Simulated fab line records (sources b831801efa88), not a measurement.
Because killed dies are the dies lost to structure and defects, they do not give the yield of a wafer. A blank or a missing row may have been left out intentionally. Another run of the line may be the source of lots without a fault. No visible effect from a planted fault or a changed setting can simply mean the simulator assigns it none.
Comparing a struck lot with a sound one | flow sky130 | 16 steps out of a route of 708
Sound: these wafers, L503.1, L503.3, L503.5. Wafers struck: L508.4, L508.5, L508.6. At the end, the cause is stated.
Per side, at each step with rows, come the tool, then ch with its chambers, and then its first start. Under that, the readings that differ: sound wafers | struck wafers | difference of the means | sigmas: that difference in standard deviations of wafers without a fault.
alike: readings whose means differ by less than 2 such deviations, and words and numbers that are the same on both sides. not compared: withheld readings, readings that some wafer has no value for, bounds like >300 that may hide the same value, and numbers for which the record gives no deviation and whose values overlap.
The two part at a step that has a row with sigmas, a row that says differs or no value, or rows on one side only. Non-overlapping numbers with no deviation appear without sigmas and do not part them. Lack of a reading on every wafer of one side parts them only where that side has two or more wafers.

SKY_VIA2_CMP_02: polishes SiO2.
  sound on cmp-01 ch 0,3, day 38 19:21; struck on cmp-02 ch 1,2, day 40 03:41
  alike: edge-zone-pressure-frac, motor-current-A, slurry-filter-dp-kPa, slurry-flow-ml-min
SKY_VIA2_BOW_MEAS_03:
  sound on film-metro-01, day 38 19:39; struck on film-metro-03, day 40 03:59
  alike: VIA2_BOW
then, 8 steps without rows for these wafers: SKY_VIA2_DEHYDRATE_04 (time 60 s); SKY_VIA2_HMDS_05 (prime time 60 s); SKY_VIA2_COAT_06 (resist thk 60 nm); SKY_VIA2_COAT_07 (resist thk 450 nm); SKY_VIA2_SOFTBAKE_08 (time 90 s); SKY_VIA2_EXPOSE_09 (exposes mask VIM2, target cd 200 nm); SKY_VIA2_PEB_10; SKY_VIA2_DEVELOP_11 (develop time 60 s).
SKY_VIA2_CD_MEAS_12: the cd target is 200 nm.
  sound on cd-sem-02, day 39 20:31; struck on cd-sem-01, day 41 04:46
  alike: cd-nm
SKY_VIA2_OVL_MEAS_13:
  sound on overlay-01, day 39 20:38; struck on overlay-02, day 41 04:51
  alike: VIA2_OVL
SKY_VIA2_ETCH_14: etches BARC in N2/H2, stops on SiO2, time 45.9 s, target depth 60 nm.
  sound on rie-diel-03 ch 0,1,3, day 39 20:40; struck on rie-diel-02 ch 0,2,3, day 41 04:52
  reading                                     | sound             | struck            | difference | sigmas
  oes-product-au (a.u.)                       | 0.850 0.866 0.859 | 1.006 1.003 0.995 | +0.143     | +30
  run-length-s (s)                            | 73.8 73.4 74.7    | 51.4 50.2 50.3    | -23.3      | -51
  model.KrF-thick_of_VIA2_COAT_07.thk-nm (nm) | 392.9 391 394.8   | 412.4 412.8 412.3 | +19.6      |
  model.etch.depth-nm (nm)                    | 60.14 60.41 60.15 | 39.16 39.18 39.13 | -21.08     |
  model.VIA2.cd-nm (nm)                       | 199.3 199.2 197.7 | 194.6 194.6 196.4 | -3.5       |
  alike: chamber-pressure-mTorr, drypump-motor-current-A, throttle-valve-pct
  not compared: rf-hours-counter-h
SKY_VIA2_ETCH_15: etches SiO2 in C4F8/O2/Ar, stops on TiN, target depth 546 nm, time 84 s.
  sound on rie-diel-03 ch 0,1,3, day 39 20:43; struck on rie-diel-02 ch 0,2,3, day 41 04:55
  reading                                     | sound             | struck            | difference | sigmas
  oes-product-au (a.u.)                       | 0.938 0.942 0.933 | 0.374 0.375 0.380 | -0.561     | -99 or more
  model.KrF-thick_of_VIA2_COAT_07.thk-nm (nm) | 287.3 281.5 290.1 | 303 302.6 302.7   | +16        |
  alike: chamber-pressure-mTorr, run-length-s
  not compared: rf-hours-counter-h
SKY_VIA2_STRIP_16: strips in O2/N2.
  sound on plasma-asher-03 ch 0,1, day 39 20:46; struck on plasma-asher-02 ch 0,1, day 41 05:01
  reading                      | sound          | struck         | difference | sigmas
  strip-time-to-endpoint-s (s) | 4.09 4.04 4.10 | 4.25 4.24 4.25 | +0.17      | +4
  alike: chamber-pressure-mTorr, drypump-motor-current-A, oes-product-au
  not compared: rf-hours-counter-h
then, 1 step without rows for these wafers: SKY_VIA2_STRIP_17 (strips in post etch residue remover, time 1200 s).

== WHERE THEY PART ==
First at SKY_VIA2_ETCH_14; last, within this record, at SKY_VIA2_STRIP_16.

WHY: what the simulator had put in
Drift in process parameters on rie-diel-02 at SKY_VIA2_ETCH_14, starting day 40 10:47. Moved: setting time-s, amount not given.
